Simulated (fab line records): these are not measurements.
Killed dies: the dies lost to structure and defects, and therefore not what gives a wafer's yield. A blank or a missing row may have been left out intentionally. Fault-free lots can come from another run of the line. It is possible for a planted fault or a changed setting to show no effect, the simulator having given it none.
A struck lot beside a sound one	flow gf180mcu	22 steps out of a route of 602
Sound: wafers L205.1, L205.3, L205.5. Struck: wafers L215.2, L215.4, L215.5. The cause comes at the end.
Each step with rows lists, per side, the tool, then ch with its chambers, then its first start. Under that, the readings that differ: sound wafers	struck wafers	difference of the means	sigmas: that difference in standard deviations of wafers without a fault.
alike: words and numbers the same on both sides, and readings whose means are apart by under 2 such deviations; not compared: readings that were withheld, readings missing a value for some wafer, numbers with overlapping values and no deviation given by the record, and bounds like >300 which may hide the same value.
A row with sigmas, a row that says differs or no value, or rows on one side alone: a step with any of these is where the two part. Numbers that have no deviation but don't overlap get no sigmas and don't part them. A reading that every wafer of one side lacks parts them only if that side has two wafers or more.

first, 3 steps without rows for these wafers: GF_LVPWELL_EXPOSE_04 (exposes mask LVPWELL, target cd 600 nm); GF_LVPWELL_PEB_05; GF_LVPWELL_DEVELOP_06 (develop time 60 s).
GF_LVPWELL_OVL_MEAS_07:
  sound on overlay-01, day 4 01:37; struck on overlay-02, day 6 13:02
  alike: LVPWELL_OVL
then, 2 steps without rows for these wafers: GF_LVPWELL_IMPLANT_08; GF_LVPWELL_IMPLANT_09.
GF_LVPWELL_STRIP_10: strips in O2/N2.
  sound on plasma_asher-02 ch 0,1, day 4 01:58; struck on plasma_asher-02 ch 0, day 6 13:22
  alike: drypump_motor_current_A, heater_power_w, oes_product_au, strip_time_to_endpoint_s
  not compared: rf_hours_counter_h
GF_LVPWELL_TW_MEAS_11:
  sound on film_metro-04, day 4 02:04; struck on film_metro-01, day 6 13:31
  alike: LVPWELL_TW
then, 4 steps without rows for these wafers: GF_MVSD_DEHYDRATE_00 (time 60 s); GF_MVSD_HMDS_01 (prime time 60 s); GF_MVSD_COAT_02 (resist thk 3000 nm); GF_MVSD_SOFTBAKE_03.
GF_MVSD_EXPOSE_04: exposes mask MVSD, target cd 1000 nm.
  sound on iline_stepper-01 ch 0, day 4 09:03; struck on iline_stepper-01 ch 0, day 6 21:14
reading	sound	struck	difference	sigmas
mask	MVSD#0 MVSD#0 MVSD#0	LVPWELL#0 LVPWELL#0 LVPWELL#0	differs	
  alike: exposure_dose_mJ_cm2
then, 2 steps without rows for these wafers: GF_MVSD_PEB_05; GF_MVSD_DEVELOP_06 (develop time 60 s).
GF_MVSD_OVL_MEAS_07:
  sound on overlay-02, day 4 15:35; struck on overlay-01, day 7 05:11
reading	sound	struck	difference	sigmas
MVSD_OVL (nm)	-0.8 -0.4 -1.5	- - -	no value on the struck wafers	
then, 2 steps without rows for these wafers: GF_MVSD_IMPLANT_08; GF_MVSD_IMPLANT_09.
GF_MVSD_STRIP_10: strips in O2/N2.
  sound on plasma_asher-02 ch 0,1, day 4 15:55; struck on plasma_asher-02 ch 0, day 7 05:31
  alike: drypump_motor_current_A, heater_power_w, oes_product_au, strip_time_to_endpoint_s
  not compared: rf_hours_counter_h
GF_MVSD_TW_MEAS_11:
  sound on film_metro-04, day 4 16:01; struck on film_metro-01, day 7 05:38
reading	sound	struck	difference	sigmas
MVSD_TW	1574 1575 1567	30 30 30	-1542	-70
then, 1 step without rows for these wafers: GF_MVPSD_DEHYDRATE_00 (time 60 s).
-- the record jumps here: 25 days lie between the struck wafers' starts before and after (it left off in module MVPSD and takes up again in module PASSIVATION, whose first step shown is number 602 of the route) --
GF_PASSIVATION_PROBE_99:
  record: rows for the struck wafers here (prober-02, day 32 15:54), none for the sound ones

WHERE THEY PART
Last at GF_PASSIVATION_PROBE_99 as far as this record goes, first at GF_MVSD_EXPOSE_04.

WHY: what the simulator had put in
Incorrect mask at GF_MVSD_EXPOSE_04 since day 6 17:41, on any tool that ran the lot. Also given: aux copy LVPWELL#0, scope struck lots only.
